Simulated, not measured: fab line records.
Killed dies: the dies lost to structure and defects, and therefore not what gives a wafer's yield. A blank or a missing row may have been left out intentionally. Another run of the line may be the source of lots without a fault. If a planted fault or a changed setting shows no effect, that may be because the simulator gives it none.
fab line records	flow sky130
[record] lots = 6	wafers = 18	last-day = 50
route steps=708 shown LDD_HVN@275 LDD_HVP@278 LDD_LDN@289 SPACER@304 POLY_CUT@307 PAD_OPEN@708
lots with no fault: from the same line, run without faults
start-h: hours from the record's opening day to when the first of the lot's shown wafers began	wait-h: time in hours since the lot's previous step	" identical to the entry in the row above	L1.1+2: several wafers, shown together as one row	- value missing, or start not given	* or withheld: withheld	< > ~ a bound
route shown NAME@n: NAME is a module with steps in the file, n the number in the route of the first one	usual: the fault-free wafers' mean and standard deviation	same: alike in all rows	chamber/n: place in a boat	sites: each site's reading	_std_site: their standard deviation	_edge_site: inner sites' mean taken away from outer sites' mean	radius-mm: for every site, how far away it sits from the centre of the wafer	mask NAME#n: copy n	behind: the most recent tool/chamber to have shaped the wafer	hold: cause of the lot's hold/its duration in hours/its outcome	device: which transistor (n, p or np) failed to switch	end of line: tests run on the same wafers once the route is complete	a step given without rows: its recipe and nothing more	killed: dies lost to structure and defects at the first sort, not the wafer's yield	map: a wafer's dies, x killed, . not, _ none there
set.NAME: the run value of the setting; set.NAME@STEP: its run value at that earlier step	model.NAME: the simulator's own value behind a step, which no gauge read
lots seen at some steps along the route; tables by step, rows by wafer
services: a tool's chamber out of use, with start hour (start-h, from the record's first day; less than 0 if before it), hours out, and reason
[[steps]]
[step SKY_LDD_HVN_IMPLANT_08]
[recipe] species = P	energy-kev = 60	dose-cm2 = 3e+13	tilt-deg = 40
[step SKY_LDD_HVN_STRIP_09]
[recipe] chemistry = O2/N2	power-w = 1400	pressure-mtorr = 1500	platen-temp-c = withheld	o2-flow-sccm = 3000	n2-flow-sccm = 300	overash-fraction = 0.5
[usual] drypump-motor-current-A = 5.8/0.46	oes-product-au = 0.409/0.0048	strip-time-to-endpoint-s = 4.157/0.013
lot.wafer	tool	chamber	start-h	wait-h	drypump-motor-current-A	oes-product-au	rf-hours-counter-h	strip-time-to-endpoint-s
L512.3	plasma-asher-02	1	479.16	0.1	5.9	0.406	-	4.137
L512.4	"	0	"	"	5.2	0.408	-	4.147
L512.6	"	1	"	"	5.9	0.409	-	4.147
L513.3	plasma-asher-02	0	502.49	0.1	5.2	0.414	-	4.177
L513.4	"	1	"	"	5.9	0.404	-	4.166
L513.5	"	1	"	"	5.9	0.407	-	4.147
L520.3	plasma-asher-02	0	553.59	0.1	5.2	0.406	-	4.158
L520.4	"	1	"	"	5.9	0.408	-	4.143
L520.5	"	1	"	"	5.9	0.404	-	4.161
L525.3	plasma-asher-01	0	594.96	0.1	5.5	0.411	-	4.180
L525.4	"	1	"	"	5.8	0.416	-	4.200
L525.6	"	1	"	"	5.7	0.409	-	4.158
L524.1	plasma-asher-02	0	596.20	0.1	5.2	0.414	90	4.175
L524.4	"	0	"	"	5.2	0.404	-	4.161
L524.5	"	0	"	"	5.2	0.407	-	4.168
L533.1	plasma-asher-03	1	661.18	0.1	5.8	0.403	23	4.141
L533.2	"	0	"	"	6.7	0.408	23	4.156
L533.5	"	1	"	"	5.8	0.403	-	4.164
[step SKY_LDD_HVN_TW_MEAS_10]
[usual] LDD_HVN_TW = 1440/6.6
lot.wafer	tool	chamber	start-h	wait-h	LDD_HVN_TW
L512.3	film-metro-03	-	479.25	0.1	1422
L512.4	"	-	"	"	1426
L512.6	"	-	"	"	1433
L513.3	film-metro-01	-	502.58	0.1	1445
L513.4	"	-	"	"	1447
L513.5	"	-	"	"	1442
L520.3	film-metro-01	-	553.68	0.1	1440
L520.4	"	-	"	"	1436
L520.5	"	-	"	"	1444
L525.3	film-metro-01	-	595.05	0.1	1458
L525.4	"	-	"	"	1447
L525.6	"	-	"	"	1445
L524.1	film-metro-01	-	596.30	0.1	1444
L524.4	"	-	"	"	1444
L524.5	"	-	"	"	1442
L533.1	film-metro-01	-	661.28	0.1	1429
L533.2	"	-	"	"	1432
L533.5	"	-	"	"	1436
[step SKY_LDD_HVP_DEHYDRATE_00]
[recipe] temp-c = 200	time-s = 60
[step SKY_LDD_HVP_HMDS_01]
[recipe] prime-time-s = 60	prime-temp-c = 120
[step SKY_LDD_HVP_COAT_02]
[recipe] resist = NOVOLAK	spin-rpm = 3000	resist-thk-nm = 300
[step SKY_LDD_HVP_SOFTBAKE_03]
[recipe] temp-c = 90	time-s = 60	resist = NOVOLAK
[step SKY_LDD_HVP_EXPOSE_04]
[recipe] mask-id = HVPTM	na = 0.6	source-shape = conventional	sigma-outer = 0.6	polarization = unpolarized	target-cd-nm = 700	dose-mj = 86
[step SKY_LDD_HVP_PEB_05]
[recipe] temp-c = withheld	time-s = *	resist = NOVOLAK
[step SKY_LDD_HVP_DEVELOP_06]
[recipe] resist = NOVOLAK	developer = TMAH	develop-time-s = 60	dev-temp-c = 23
[step SKY_LDD_HVP_OVL_MEAS_07]
[usual] LDD_HVP_OVL = -1.2/1.4
lot.wafer	tool	chamber	start-h	wait-h	LDD_HVP_OVL[nm]
L512.3	overlay-02	-	509.88	0.1	1.5
L512.4	"	-	"	"	0.4
L512.6	"	-	"	"	1.0
L513.3	overlay-01	-	532.65	0.1	-1.2
L513.4	"	-	"	"	-1.4
L513.5	"	-	"	"	-1.9
L520.3	overlay-01	-	583.43	0.1	-0.3
L520.4	"	-	"	"	-3.2
L520.5	"	-	"	"	-2.4
L525.3	overlay-02	-	623.45	0.1	-0.1
L525.4	"	-	"	"	-0.5
L525.6	"	-	"	"	-0.3
L524.1	overlay-02	-	624.23	0.1	0.1
L524.4	"	-	"	"	-0.2
L524.5	"	-	"	"	-0.4
L533.1	overlay-01	-	690.49	0.1	-3.4
L533.2	"	-	"	"	-2.3
L533.5	"	-	"	"	-2.1
[step SKY_LDD_HVP_IMPLANT_08]
[recipe] species = B	energy-kev = 20	dose-cm2 = 1.7e+13	tilt-deg = 17.9
[step SKY_LDD_HVP_STRIP_09]
[recipe] chemistry = O2/N2	power-w = 1400	pressure-mtorr = 1500	platen-temp-c = withheld	o2-flow-sccm = 3000	n2-flow-sccm = 300	overash-fraction = 0.5
[usual] drypump-motor-current-A = 5.59/0.27	oes-product-au = 0.409/0.0049	strip-time-to-endpoint-s = 4.140/0.014
lot.wafer	tool	chamber	start-h	wait-h	drypump-motor-current-A	oes-product-au	rf-hours-counter-h	strip-time-to-endpoint-s
L512.3	plasma-asher-02	0	510.09	0.1	5.19	0.401	-	4.154
L512.4	"	1	"	"	5.93	0.401	-	4.142
L512.6	"	0	"	"	5.19	0.416	-	4.155
L513.3	plasma-asher-01	0	532.86	0.1	5.49	0.410	-	4.147
L513.4	"	1	"	"	5.75	0.412	-	4.127
L513.5	"	1	"	"	5.74	0.408	-	4.145
L520.3	plasma-asher-04	1	583.64	0.1	5.90	0.414	-	4.129
L520.4	"	0	"	"	5.35	0.407	-	4.139
L520.5	"	1	"	"	5.89	0.405	-	4.153
L525.3	plasma-asher-02	0	623.66	0.1	5.21	0.405	-	4.123
L525.4	"	1	"	"	5.92	0.413	-	4.137
L525.6	"	0	"	"	5.22	0.407	-	4.149
L524.1	plasma-asher-02	1	624.41	0.1	5.86	0.414	93	4.152
L524.4	"	1	"	"	5.88	0.411	-	4.156
L524.5	"	0	"	"	5.20	0.404	-	4.148
L533.1	plasma-asher-04	1	690.68	0.1	5.90	0.415	86	4.105
L533.2	"	0	"	"	5.33	0.415	86	4.124
L533.5	"	1	"	"	5.91	0.405	-	4.131
[step SKY_LDD_HVP_TW_MEAS_10]
[usual] LDD_HVP_TW = 457.0/2.1
lot.wafer	tool	chamber	start-h	wait-h	LDD_HVP_TW
L512.3	film-metro-03	-	510.18	0.1	456.2
L512.4	"	-	"	"	454.9
L512.6	"	-	"	"	456.4
L513.3	film-metro-04	-	532.95	0.1	451.9
L513.4	"	-	"	"	455.4
L513.5	"	-	"	"	457.2
L520.3	film-metro-03	-	583.73	0.1	452.2
L520.4	"	-	"	"	454.3
L520.5	"	-	"	"	456.5
L525.3	film-metro-04	-	623.75	0.1	455.8
L525.4	"	-	"	"	456.0
L525.6	"	-	"	"	455.0
L524.1	film-metro-04	-	624.51	0.1	457.1
L524.4	"	-	"	"	459.0
L524.5	"	-	"	"	457.4
L533.1	film-metro-03	-	690.78	0.1	459.6
L533.2	"	-	"	"	456.5
L533.5	"	-	"	"	457.6
[step SKY_LDD_LDN_DEHYDRATE_00]
[recipe] temp-c = 200	time-s = 60
[step SKY_LDD_LDN_HMDS_01]
[recipe] prime-time-s = 60	prime-temp-c = 120
[step SKY_LDD_LDN_COAT_02]
[recipe] resist = NOVOLAK	spin-rpm = 3000	resist-thk-nm = 1140
[step SKY_LDD_LDN_SOFTBAKE_03]
[recipe] temp-c = 90	time-s = 60	resist = NOVOLAK
[step SKY_LDD_LDN_EXPOSE_04]
[recipe] mask-id = LDNTM	na = 0.6	source-shape = conventional	sigma-outer = 0.6	polarization = unpolarized	target-cd-nm = 700	dose-mj = 140
[step SKY_LDD_LDN_PEB_05]
[recipe] temp-c = withheld	time-s = *	resist = NOVOLAK
[step SKY_LDD_LDN_DEVELOP_06]
[recipe] resist = NOVOLAK	developer = TMAH	develop-time-s = 60	dev-temp-c = 23
[step SKY_LDD_LDN_OVL_MEAS_07]
[usual] LDD_LDN_OVL = -1.3/1.2
lot.wafer	tool	chamber	start-h	wait-h	LDD_LDN_OVL[nm]
L512.3	overlay-01	-	540.44	0.1	-1.8
L512.4	"	-	"	"	-2.3
L512.6	"	-	"	"	-2.1
L513.3	overlay-02	-	561.84	0.1	-2.9
L513.4	"	-	"	"	-2.1
L513.5	"	-	"	"	-1.7
L520.3	overlay-01	-	612.93	0.1	-2.4
L520.4	"	-	"	"	-3.3
L520.5	"	-	"	"	-2.9
L525.3	overlay-01	-	652.39	0.1	-0.5
L525.4	"	-	"	"	-1.2
L525.6	"	-	"	"	-0.1
L524.1	overlay-01	-	652.77	0.1	-1.9
L524.4	"	-	"	"	-1.1
L524.5	"	-	"	"	-0.7
L533.1	overlay-01	-	718.81	0.1	-2.7
L533.2	"	-	"	"	-1.5
L533.5	"	-	"	"	-1.3
[step SKY_LDD_LDN_IMPLANT_08]
[recipe] species = As	energy-kev = 15	dose-cm2 = 1.25e+13	tilt-deg = withheld	rotation-deg = 23
[step SKY_LDD_LDN_IMPLANT_09]
[recipe] species = As	energy-kev = 14.9	dose-cm2 = 1.25e+13	tilt-deg = withheld	rotation-deg = 113
[step SKY_LDD_LDN_IMPLANT_10]
[recipe] species = As	energy-kev = 15	dose-cm2 = 1.25e+13	tilt-deg = withheld	rotation-deg = 203
[step SKY_LDD_LDN_IMPLANT_11]
[recipe] species = As	energy-kev = 15	dose-cm2 = 1.25e+13	tilt-deg = withheld	rotation-deg = 293
[step SKY_LDD_LDN_STRIP_12]
[recipe] chemistry = O2/N2	power-w = 1400	pressure-mtorr = 1500	platen-temp-c = withheld	o2-flow-sccm = 3000	n2-flow-sccm = 300	overash-fraction = 0.5
[usual] drypump-motor-current-A = 5.8/0.43	oes-product-au = 0.715/0.0046	strip-time-to-endpoint-s = 14.19/0.042
lot.wafer	tool	chamber	start-h	wait-h	drypump-motor-current-A	oes-product-au	rf-hours-counter-h	strip-time-to-endpoint-s
L512.3	plasma-asher-01	0	541.10	0.1	5.5	0.719	-	14.22
L512.4	"	1	"	"	5.7	0.724	-	14.20
L512.6	"	1	"	"	5.7	0.724	-	14.14
L513.3	plasma-asher-04	1	562.50	0.1	5.9	0.715	-	14.13
L513.4	"	0	"	"	5.4	0.716	-	14.19
L513.5	"	1	"	"	5.9	0.709	-	14.15
L520.3	plasma-asher-03	0	613.58	0.1	6.7	0.715	-	14.12
L520.4	"	1	"	"	5.8	0.717	-	14.17
L520.5	"	1	"	"	5.8	0.717	-	14.18
L524.1	plasma-asher-04	0	653.41	0.1	5.4	0.715	82	14.19
L524.4	"	0	"	"	5.4	0.725	-	14.15
L524.5	"	0	"	"	5.3	0.709	-	14.17
L525.3	plasma-asher-01	0	653.71	0.1	5.5	0.720	-	14.22
L525.4	"	1	"	"	5.7	0.721	-	14.21
L525.6	"	1	"	"	5.7	0.719	-	14.26
L533.1	plasma-asher-03	0	719.45	0.1	6.8	0.714	29	14.18
L533.2	"	1	"	"	5.9	0.716	29	14.16
L533.5	"	1	"	"	5.8	0.721	-	14.17
[step SKY_LDD_LDN_TW_MEAS_13]
[usual] LDD_LDN_TW = 1481/5.8
lot.wafer	tool	chamber	start-h	wait-h	LDD_LDN_TW
L512.3	film-metro-01	-	541.18	0.1	1481
L512.4	"	-	"	"	1482
L512.6	"	-	"	"	1486
L513.3	film-metro-02	-	562.58	0.1	1489
L513.4	"	-	"	"	1483
L513.5	"	-	"	"	1482
L520.3	film-metro-02	-	613.67	0.1	1482
L520.4	"	-	"	"	1487
L520.5	"	-	"	"	1479
L524.1	film-metro-04	-	653.51	0.1	1478
L524.4	"	-	"	"	1475
L524.5	"	-	"	"	1472
L525.3	film-metro-02	-	653.80	0.1	1490
L525.4	"	-	"	"	1478
L525.6	"	-	"	"	1486
L533.1	film-metro-02	-	719.55	0.1	1481
L533.2	"	-	"	"	1480
L533.5	"	-	"	"	1479
[step SKY_LDD_LDN_CLEAN_14]
[recipe] chemistry = SC1/SC2	mix = 1:4:20	temp-c = 70	time-s = 150	dry = n2-spin
[step SKY_SPACER_CVD_00]
[recipe] material = Si3N4	precursor = DCS/NH3	target-thk-nm = 43.1	temp-c = 770	time-s = 740	pressure-mtorr = 250
[step SKY_SPACER_THK_MEAS_01]
[recipe] reads = Si3N4_of_SPACER_CVD_00
[usual] SPACER_CVD_00_THK = 43.0/0.43
lot.wafer	tool	chamber	start-h	wait-h	SPACER_CVD_00_THK[nm]
L512.3	film-metro-01	-	543.34	0.0	43.3
L512.4	"	-	"	"	43.6
L512.6	"	-	"	"	43.2
L513.3	film-metro-01	-	563.90	0.0	43.5
L513.4	"	-	"	"	43.3
L513.5	"	-	"	"	43.5
L520.3	film-metro-03	-	614.99	0.0	42.2
L520.4	"	-	"	"	42.6
L520.5	"	-	"	"	42.3
L524.1	film-metro-02	-	654.87	0.0	42.2
L524.4	"	-	"	"	42.5
L524.5	"	-	"	"	42.6
L525.3	film-metro-02	-	656.10	0.0	42.7
L525.4	"	-	"	"	42.9
L525.6	"	-	"	"	42.6
L533.1	film-metro-03	-	721.15	0.0	42.9
L533.2	"	-	"	"	43.3
L533.5	"	-	"	"	42.9
[step SKY_SPACER_ETCHBACK_02]
[recipe] chemistry = CH3F/O2	target = Si3N4	stop-on = SiO2	source-w = 400	bias-w = 80	pressure-mtorr = 25	ch3f-flow-sccm = 40	O2_flow_sccm = 30	time-s = 46.7	target-depth-a = 450
[usual] drypump-motor-current-A = 5.7/0.4	oes-product-au = 0.854/0.0064	throttle-valve-pct = 10.562/0.0087
lot.wafer	tool	chamber	start-h	wait-h	drypump-motor-current-A	oes-product-au	rf-hours-counter-h	throttle-valve-pct
L512.3	rie-diel-03	2	543.38	0.0	5.7	0.852	12	10.569
L512.4	"	2	"	"	5.7	0.858	-	10.566
L512.6	"	0	"	"	5.0	0.854	-	10.563
L513.3	rie-diel-04	1	563.94	0.0	6.2	0.863	74	10.561
L513.4	"	0	"	"	5.9	0.850	-	10.564
L513.5	"	2	"	"	5.6	0.861	-	10.572
L520.3	rie-diel-04	2	615.03	0.0	5.6	0.851	63	10.552
L520.4	"	3	"	"	5.7	0.842	-	10.553
L520.5	"	2	"	"	5.6	0.839	-	10.563
L524.1	rie-diel-04	0	654.93	0.1	5.9	0.849	2	10.574
L524.4	"	0	"	"	5.9	0.849	-	10.560
L524.5	"	3	"	"	5.6	0.857	-	10.576
L525.3	rie-diel-03	3	656.16	0.1	6.0	0.851	-	10.579
L525.4	"	1	"	"	5.7	0.860	-	10.561
L525.6	"	1	"	"	5.7	0.846	-	10.549
L533.1	rie-diel-03	3	721.21	0.1	6.0	0.861	3	10.574
L533.2	"	1	"	"	5.6	0.859	2	10.571
L533.5	"	0	"	"	5.0	0.858	-	10.573
[step SKY_POLY_CUT_DEHYDRATE_00]
[recipe] temp-c = 198.6	time-s = 60
[step SKY_POLY_CUT_HMDS_01]
[recipe] prime-time-s = 60	prime-temp-c = 120
[step SKY_POLY_CUT_COAT_02]
[recipe] resist = BARC	temp-c = withheld	time-s = withheld	spin-rpm = 3000	resist-thk-nm = 60
[step SKY_POLY_CUT_COAT_03]
[recipe] resist = KrF-thick	spin-rpm = 3000	resist-thk-nm = 450
[step SKY_POLY_CUT_SOFTBAKE_04]
[recipe] temp-c = 100	time-s = 90	resist = KrF-thick
[step SKY_POLY_CUT_EXPOSE_05]
[recipe] mask-id = NPCM	na = 0.8	source-shape = annular	sigma-inner = 0.55	sigma-outer = 0.85	target-cd-nm = 270	dose-mj = 32
[step SKY_POLY_CUT_PEB_06]
[recipe] peb-temp-c = withheld	peb-time-s = withheld	resist = KrF-thick
[step SKY_POLY_CUT_DEVELOP_07]
[recipe] develop-time-s = 60	resist = KrF-thick	dev-temp-c = 21
[step SKY_POLY_CUT_CD_MEAS_08]
[recipe] target-cd-nm = 270
[usual] cd-nm = 270.0/1.5
lot.wafer	tool	chamber	start-h	wait-h	cd-nm
L512.3	cd-sem-01	-	573.43	-	271.2
L512.4	"	-	"	"	269.5
L512.6	"	-	"	"	270.4
L513.3	cd-sem-01	-	593.07	-	268.6
L513.4	"	-	"	"	269.2
L513.5	"	-	"	"	268.7
L520.3	cd-sem-01	-	643.73	-	268.0
L520.4	"	-	"	"	267.8
L520.5	"	-	"	"	266.6
L524.1	cd-sem-02	-	683.56	-	269.0
L524.4	"	-	"	"	268.7
L524.5	"	-	"	"	269.8
L525.3	cd-sem-02	-	684.58	-	269.7
L525.4	"	-	"	"	270.7
L525.6	"	-	"	"	270.6
L533.1	cd-sem-02	-	749.06	-	271.3
L533.2	"	-	"	"	271.1
L533.5	"	-	"	"	270.6
[step SKY_POLY_CUT_OVL_MEAS_09]
[usual] POLY_CUT_OVL = -3/6.8
lot.wafer	tool	chamber	start-h	wait-h	POLY_CUT_OVL[nm]
L512.3	overlay-01	-	573.52	0.1	-2
L512.4	"	-	"	"	-6
L512.6	"	-	"	"	-1
L513.3	overlay-01	-	593.16	0.1	6
L513.4	"	-	"	"	7
L513.5	"	-	"	"	4
L520.3	overlay-01	-	643.82	0.1	-10
L520.4	"	-	"	"	-13
L520.5	"	-	"	"	-9
L524.1	overlay-01	-	683.68	0.1	2
L524.4	"	-	"	"	-5
L524.5	"	-	"	"	1
L525.3	overlay-02	-	684.67	0.1	1
L525.4	"	-	"	"	4
L525.6	"	-	"	"	3
L533.1	overlay-01	-	749.18	0.1	8
L533.2	"	-	"	"	9
L533.5	"	-	"	"	3
[step SKY_PAD_OPEN_PROBE_99]
[usual] killed_at_M0_to_M3 = 43/6.5	killed_at_M4_up = 3.2/1.9	killed-at-contacts = 25/5.5	killed-at-front-end = 14/4.2	killed-at-other = 0.2/0.44	killed-dies = 85/8.5	killed-open = 47/7	killed-short = 39/6.3
[same] gross-dies = 492	killed-at-back-side = 0
lot.wafer	tool	chamber	start-h	wait-h	killed_at_M0_to_M3	killed_at_M4_up	killed-at-contacts	killed-at-front-end	killed-at-other	killed-dies	killed-open	killed-short
L524.1	prober-01	-	1165.48	0.1	43	5	16	75	0	139	38	35
L524.4	prober-01	-	1165.63	0.2	51	2	18	74	0	145	40	41
L524.5	prober-01	-	1165.68	0.2	51	6	23	13	0	93	53	40
L525.4	prober-02	-	1166.42	0.2	52	2	21	70	0	145	62	28
// killed by level:class
L524.1 LDD_HVP:unspecified=66 VIA1:geometric-particle:open=14 VIA2:geometric-particle:open=9 CONTACT:geometric-particle:open=7 METAL1:geometric-particle:short=6 VIA2:geometric-particle:short=5 CONTACT:geometric-particle:short=4 METAL4:geometric-particle:short=4
L524.4 LDD_HVP:unspecified=64 VIA1:geometric-particle:open=13 CONTACT:geometric-particle:open=9 VIA1:geometric-particle:short=8 METAL1:geometric-particle:short=8 VIA2:geometric-particle:open=6 FIELD_ISO:geometric-particle:short=4 VIA3:geometric-particle:short=4
L524.5 VIA1:geometric-particle:open=19 CONTACT:geometric-particle:open=8 LOCAL_INTERCONNECT:geometric-particle:short=6 VIA1:geometric-particle:short=6 FIELD_ISO:geometric-particle:open=5 LI_CONTACT:geometric-particle:open=5 METAL4:geometric-particle:short=5 VIA2:geometric-particle:open=5
L525.4 LDD_HVP:unspecified=55 VIA3:geometric-particle:open=12 CONTACT:geometric-particle:open=11 VIA2:geometric-particle:open=11 VIA1:geometric-particle:open=9 POLY_GATE:geometric-particle:open=6 VIA1:geometric-particle:short=5 LI_CONTACT:geometric-particle:open=5
// map L524.4 (x killed, . not)
__________x.....x..._________
________..xx.....xx..._______
______...xx............._____
_____.....x.x.x...x......____
____....................x.___
___.......x.x..x....xxx..x.__
__..x......................x_
_x....x..x.......x..x.x...x..
_....x........x......x......x
_..x........xxx.x....x.......
_........x............xx.....
_......xxxxxx...x..x..x......
_.xx..xxxxxxxxx....x...x.....
_......xxxxxxxx.xxx.x.x...x..
_....xxxxxxxxxxxx...........x
__..xxxxxxxxxxxxx.........x._
___.x.xxxxxxxxxxx..xx...x.x__
____...xxxxxxxx........x..___
_____..x..x.x..x.........____
______..xxx....x........_____
________x............._______
__________.xx.xxx..x_________
// map L525.4 (x killed, . not)
__________.......x.._________
________x..x........x._______
______.....x.........x.._____
_____.......x......x..x.x____
____......x...........x.x.___
___.x...x.....x.....x......__
__..x..x..x.x.....xx.....x.._
_...x............xx......x..x
_..x..x.........xx..........x
_....x.xx.........x..........
_xx.....xx...xx....x..x.....x
_....xx..xxxx........x...x.x.
_x...x.xxxxx.x..x.x......x...
_.....xxxxxxxxxx..xxx.....x..
_x..x..xxxxxxxxx......x......
__..x..xxxxxxxxx........x..._
___....xxxxxxxxx.........x.__
____x...xxxxxxxx.x..xxx...___
_____.xx.xxx......xx.....____
______....x..x....x..x.._____
________.....x...x...x_______
__________.x..x...xx_________
[[services]]
tool	chamber	start-h	hours	kind
rie-diel-04	0	459.20	14.5	repair
plasma-asher-01	-	459.42	1.8	repair
rie-diel-03	-	488.29	0.3	repair
rie-diel-04	0	494.58	1.5	repair
plasma-asher-04	-	498.43	7.4	repair
rie-diel-04	0	510.71	-	clean
rie-diel-04	0	510.71	21.3	scheduled-down
rie-diel-04	0	510.71	21.3	vent-cycle
plasma-asher-03	-	514.66	2.8	pm
rie-diel-03	3	516.19	-	clean
rie-diel-03	3	516.19	30.9	scheduled-down
rie-diel-03	3	516.19	30.9	vent-cycle
rie-diel-03	1	551.48	1.3	repair
rie-diel-04	3	556.09	-	clean
rie-diel-04	2	587.20	2.8	repair
rie-diel-04	1	589.44	22.7	repair
plasma-asher-02	-	606.63	0.4	repair
rie-diel-04	-	625.46	0.8	repair
plasma-asher-01	-	631.41	4.5	repair
rie-diel-03	2	654.24	5.6	repair
rie-diel-03	0	654.37	2.8	repair
plasma-asher-02	-	678.21	2.9	repair
rie-diel-04	2	682.70	61.2	repair
rie-diel-04	3	719.08	12.9	repair
[[key]]
[first-sign] step = SKY_PAD_OPEN_PROBE_99	reading = killed-at-front-end	direction = up	sigmas = 14	usual = 14	struck = 73
[effect] step = SKY_PAD_OPEN_PROBE_99	reading = killed-dies	direction = up	sigmas = 6.8	usual = 85	struck = 143
met-at SKY_LDD_HVP_STRIP_09
struck-wafers L524.1,L524.4,L525.4
tester-left-out L524,L525
onset-between 510.09 623.66
[fault] kind = chamber-particle-source	tool = plasma-asher-02	chamber = 1	onset-h = 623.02	steps = SKY_LDD_HVP_STRIP_09	rate-per-visit-cm2 = 1.2917	end-h = 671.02
// tester-left-out: of these lots the tester's yield and bins aren't shown, on N5 and GAA mostly nor the transistor test; their killed dies are dies lost to structure and defects alone, not to doping, threshold or leakage, so they don't give the yield
